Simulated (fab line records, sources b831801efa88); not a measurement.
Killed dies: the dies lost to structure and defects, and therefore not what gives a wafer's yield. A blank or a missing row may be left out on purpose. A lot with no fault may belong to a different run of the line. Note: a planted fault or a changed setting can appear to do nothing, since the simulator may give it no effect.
A lot that was struck, set against a sound lot || flow sky130 || 30 out of 708 route steps
Sound: the wafers L712.2, L712.3, L712.6. The struck wafers were L730.1, L730.3, L730.6. At the end, the cause is stated.
For every step that has rows: the tool of each side, followed by ch and its chambers, followed by its first start. Under that, the readings that differ: sound wafers || struck wafers || difference of the means || sigmas: that difference in standard deviations of wafers without a fault.
alike: words and numbers the same on both sides, and readings whose means are apart by under 2 such deviations; not compared: readings that were withheld, readings missing a value for some wafer, numbers with overlapping values and no deviation given by the record, and bounds like >300 which may hide the same value.
A row with sigmas, a row that says differs or no value, or rows on one side alone: a step with any of these is where the two part. Non-overlapping numbers with no deviation appear without sigmas and do not part them. Lack of a reading on every wafer of one side parts them only where that side has two or more wafers.

SKY_PWDE_STRIP_09: strips in O2/N2.
  sound on plasma asher-04 ch 0,1, day 3 21:14; struck on plasma asher-03 ch 0,1, day 8 01:49
  alike: drypump motor current A, oes product au, strip time to endpoint s
  not compared: rf hours counter h
SKY_PWDE_TW_MEAS_10:
  sound on film metro-02 at day 3 21:21; struck on film metro-01 at day 8 01:55
  alike: PWDE_TW
then, 7 steps without rows for these wafers: SKY_NWELL_DEHYDRATE_03 (time 60 s); SKY_NWELL_HMDS_04 (prime time 60 s); SKY_NWELL_COAT_05 (resist thk 3000 nm); SKY_NWELL_SOFTBAKE_06; SKY_NWELL_EXPOSE_07 (exposes mask NWM, target cd 840 nm); SKY_NWELL_PEB_08; SKY_NWELL_DEVELOP_09 (develop time 60 s).
SKY_NWELL_OVL_MEAS_10:
  sound on overlay-02 at day 4 14:12; struck on overlay-02 at day 8 22:40
  alike: NWELL_00_OVL
then, 2 steps without rows for these wafers: SKY_NWELL_IMPLANT_11; SKY_NWELL_IMPLANT_12.
SKY_NWELL_IMPLANT_13:
  sound on implanter-02 ch 0, day 4 14:33; struck on implanter-04 ch 0, day 8 22:59
{"reading": "dose ions cm2", "sound": "7.012e+11 6.992e+11 6.997e+11", "struck": "6.98e+10 6.85e+10 6.87e+10", "difference": -6.31e+11, "sigmas": "-99 or more"}
{"reading": "faraday current uA", "sound": "3.95 3.86 3.84", "struck": "0.40 0.38 0.40", "difference": -3.49, "sigmas": -45}
SKY_NWELL_STRIP_14: strips in O2/N2.
  sound on plasma asher-04 ch 0,1, day 4 14:41; struck on plasma asher-01 ch 0,1, day 8 23:08
  alike: drypump motor current A, oes product au, strip time to endpoint s
  not compared: rf hours counter h
SKY_NWELL_TW_MEAS_15:
  sound on film metro-02 at day 4 14:47; struck on film metro-03 at day 8 23:14
  alike: NWELL_TW
then, 7 steps without rows for these wafers: SKY_NWELL_DEHYDRATE_16 (time 60 s); SKY_NWELL_HMDS_17 (prime time 60 s); SKY_NWELL_COAT_18 (resist thk 3000 nm); SKY_NWELL_SOFTBAKE_19; SKY_NWELL_EXPOSE_20 (exposes mask NWM COMPLEMENT, target cd 840 nm); SKY_NWELL_PEB_21; SKY_NWELL_DEVELOP_22 (develop time 60 s).
SKY_NWELL_OVL_MEAS_23:
  sound on overlay-02 at day 5 08:15; struck on overlay-02 at day 9 20:59
  alike: NWELL_01_OVL
then, 1 step without rows for these wafers: SKY_NWELL_IMPLANT_24.
SKY_NWELL_STRIP_25: strips in O2/N2.
  sound on plasma asher-01 ch 0, day 5 08:26; struck on plasma asher-02 ch 1, day 9 21:10
  alike: drypump motor current A, oes product au, strip time to endpoint s
  not compared: rf hours counter h
SKY_NWELL_TW_MEAS_26:
  sound on film metro-01 at day 5 08:32; struck on film metro-02 at day 9 21:16
  alike: NWELL_2_TW
then, 1 step without rows for these wafers: SKY_NWELL_CLEAN_27 (cleans in SC1/SC2, time 150 s).
SKY_NWELL_RTA_28: time 30 s.
  sound on rtp anneal-01 ch 0, day 5 08:39; struck on rtp anneal-02 ch 0, day 9 21:23
  alike: lamp power pct, wafer_temp_C_max
SKY_NWELL_RS_MEAS_29: uses a four-point probe to measure.
  sound on film metro-02 at day 5 08:46; struck on film metro-02 at day 9 21:29
{"reading": "NWELL_RS (ohm/sq)", "sound": "623.6 625.7 627.2", "struck": "646.1 649.2 647.1", "difference": "+22.0", "sigmas": "+15"}
-- the record jumps here: 40 days lie between the struck wafers' starts before and after (it left off in module NWELL and takes up again in module PAD_OPEN, whose first step shown is number 708 of the route) --
SKY_PAD_OPEN_PROBE_99:
  sound on prober-02 at day 45 12:12; struck on prober-01 at day 50 02:29
{"reading": "model.etest.nfet_16v.r on ohm um", "sound": "1.388e+04 1.401e+04 1.405e+04", "struck": "1.52e+04 1.528e+04 1.512e+04", "difference": "+1.22e+03", "sigmas": ""}
{"reading": "model.etest.pfet_16v.r on ohm um", "sound": "1.519e+04 1.521e+04 1.536e+04", "struck": "1.46e+04 1.434e+04 1.417e+04", "difference": -8.83e+02, "sigmas": ""}
{"reading": "model.etest.pfet g5v0d10v5.r on ohm um", "sound": "4779 4793 4829", "struck": "4469 4415 4341", "difference": -392, "sigmas": ""}
{"reading": "model.etest.tip p.rs ohm sq", "sound": "6965 7008 6924", "struck": "6658 6702 6691", "difference": -282, "sigmas": ""}
{"reading": "model.etest.pfet_01v8.r on ohm um", "sound": "2924 2939 2972", "struck": "2920 2856 2873", "difference": -62, "sigmas": ""}
{"reading": "model.etest.tip_p_5v.rs ohm sq", "sound": "2894 2878 2882", "struck": "2783 2755 2763", "difference": -118, "sigmas": ""}
{"reading": "model.etest.pfet g5v0d10v5.drive ua um", "sound": "341.8 333.6 336.9", "struck": "365.9 370.8 376.5", "difference": "+33.6", "sigmas": ""}
{"reading": "model.etest.pfet_01v8_lvt.drive ua um", "sound": "171 171 169.8", "struck": "195.9 198.1 198.7", "difference": "+27.0", "sigmas": ""}
  alike: killed_at_M0_to_M3, killed_at_M4_up, killed at contacts, killed at front end, killed at other, killed dies, killed on rim, killed open, killed short

WHERE THEY PART
Last at SKY_NWELL_RS_MEAS_29 as far as this record goes, first at SKY_NWELL_IMPLANT_13. Later steps at which nothing parts them and some readings are alike: SKY_PAD_OPEN_PROBE_99.

WHY: what had been put in by the simulator
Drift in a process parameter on implanter-04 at SKY_NWELL_IMPLANT_13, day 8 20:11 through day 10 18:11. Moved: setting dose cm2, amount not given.
